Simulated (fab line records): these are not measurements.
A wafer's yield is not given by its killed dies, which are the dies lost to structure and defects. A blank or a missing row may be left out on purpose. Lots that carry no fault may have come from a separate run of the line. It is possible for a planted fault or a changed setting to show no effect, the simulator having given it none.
What tool caused it? ; flow gf180mcu ; 36 wafers from 12 lots sampled at 3 of the route's 602 steps

WHAT THE GAUGES SHOWED, per wafer
GF_STI_THK_MEAS_22.
lot;measured;on;STI_OXIDATION_01_THK (nm)
L489;day 2 03:39;filmMetro-04;14.73 14.52 15.01
L492;day 2 18:46;filmMetro-04;14.76 14.65 14.62
L493;day 3 02:23;filmMetro-03;14.83 14.70 14.94
L494;day 3 07:29;filmMetro-04;14.96 14.94 15.00
L495;day 3 10:32;filmMetro-04;15.15 14.93 14.97
L497;day 3 21:24;filmMetro-01;15.03 15.38 15.29
L504;day 5 07:59;filmMetro-03;15.11 15.47 15.05
L506;day 5 19:14;filmMetro-01;14.72 14.87 14.72
L508;day 6 07:39;filmMetro-03;15.09 14.92 14.85
L509;day 6 12:09;filmMetro-03;14.76 14.72 14.40
L511;day 6 23:52;filmMetro-03;15.26 15.12 15.31
L512;day 7 03:45;filmMetro-01;14.77 14.64 14.75

GF_LVPWELL_OVL_MEAS_07.
lot;measured;on;LVPWELL_OVL (nm)
L489;day 3 22:17;overlay-01;-1.4 -1.4 -1.2
L492;day 4 14:33;overlay-01;-3.7 -3.9 -3.9
L493;day 4 23:39;overlay-01;-0.3 -0.3 -0.4
L494;day 5 03:44;overlay-02;0.8 1.0 0.1
L495;day 5 09:10;overlay-01;-1.4 -1.9 -0.3
L497;day 5 20:00;overlay-02;-0.4 -1.2 -0.6
L504;day 7 09:53;overlay-01;-2.6 -1.8 -2.6
L506;day 7 21:09;overlay-02;-1.5 -1.3 -1.7
L508;day 8 09:05;overlay-02;-2.6 -0.9 0.1
L509;day 8 16:11;overlay-01;-4.2 -4.0 -4.4
L511;day 9 07:52;overlay-02;-1.0 -1.7 -1.5
L512;day 9 08:34;overlay-02;2.1 1.6 1.5

WHAT TOOL EACH LOT RAN ON (gives the tool, then ch and the chambers of the sampled wafers, and finally the start)
lot;GF_DNWELL_STRIP_08
L489;plasmaAsher-01 ch 0,1, day 2 18:57
L492;plasmaAsher-03 ch 0,1, day 3 10:36
L493;plasmaAsher-04 ch 0,1, day 3 19:05
L494;plasmaAsher-03 ch 0,1, day 3 23:12
L495;plasmaAsher-03 ch 0,1, day 4 04:19
L497;plasmaAsher-01 ch 0,1, day 4 14:26
L504;plasmaAsher-01 ch 0,1, day 6 02:29
L506;plasmaAsher-01 ch 0,1, day 6 13:40
L508;plasmaAsher-01 ch 0,1, day 7 01:40
L509;plasmaAsher-04 ch 0, day 7 07:28
L511;plasmaAsher-03 ch 0,1, day 7 21:49
L512;plasmaAsher-03 ch 0,1, day 7 22:49
- GF_DNWELL_STRIP_08: strips in O2/N2.

WHAT THE TOOLS THEMSELVES READ (means of the sampled wafers that have a number; where no wafer has one, the mark that the record gives instead)
GF_DNWELL_STRIP_08.
lot;tool;drypumpMotorCurrentA (A);heaterPowerW (W);oesProductAu (a.u.);stripTimeToEndpointS (s)
L489;plasmaAsher-01;5.40;288;0.721;37.06
L492;plasmaAsher-03;5.19;329;0.721;37.03
L493;plasmaAsher-04;5.63;290;0.722;36.89
L494;plasmaAsher-03;5.42;346;0.723;37.01
L495;plasmaAsher-03;5.22;330;0.724;37.06
L497;plasmaAsher-01;5.33;309;0.726;36.90
L504;plasmaAsher-01;5.40;291;0.726;36.92
L506;plasmaAsher-01;5.33;305;0.722;37.12
L508;plasmaAsher-01;5.32;308;0.725;37.06
L509;plasmaAsher-04;5.30;319;0.729;36.93
L511;plasmaAsher-03;5.21;334;0.721;36.91
L512;plasmaAsher-03;5.21;325;0.723;36.87

THE ANSWER, worked out from the rows above alone
Rule: the usual values come from the lots themselves. Put in order of their means at a reading, lots are off if they are a third of the lots or fewer, leave a main group of 4 or more, and stand apart from it by a gap of 3 or more times the standard deviation of the main group's means; of several such gaps the widest counts. If all means in a main group match to the digits the tables above print for the reading, that group is not used. Also off: a lot with no number at a reading for which 4 or more lots have one. All remaining lots with rows at the step are treated as sound. The gauges are gone through in route order, then the tools' own readings, and for those a lot's mean is taken as printed above. At the first step where some lot is off, the reading lying furthest off is the one used; lots without a number count as furthest.
Across all readings shown, no lot is off: no conclusion can be drawn from this.

WHAT THE SIMULATOR HAD PUT IN
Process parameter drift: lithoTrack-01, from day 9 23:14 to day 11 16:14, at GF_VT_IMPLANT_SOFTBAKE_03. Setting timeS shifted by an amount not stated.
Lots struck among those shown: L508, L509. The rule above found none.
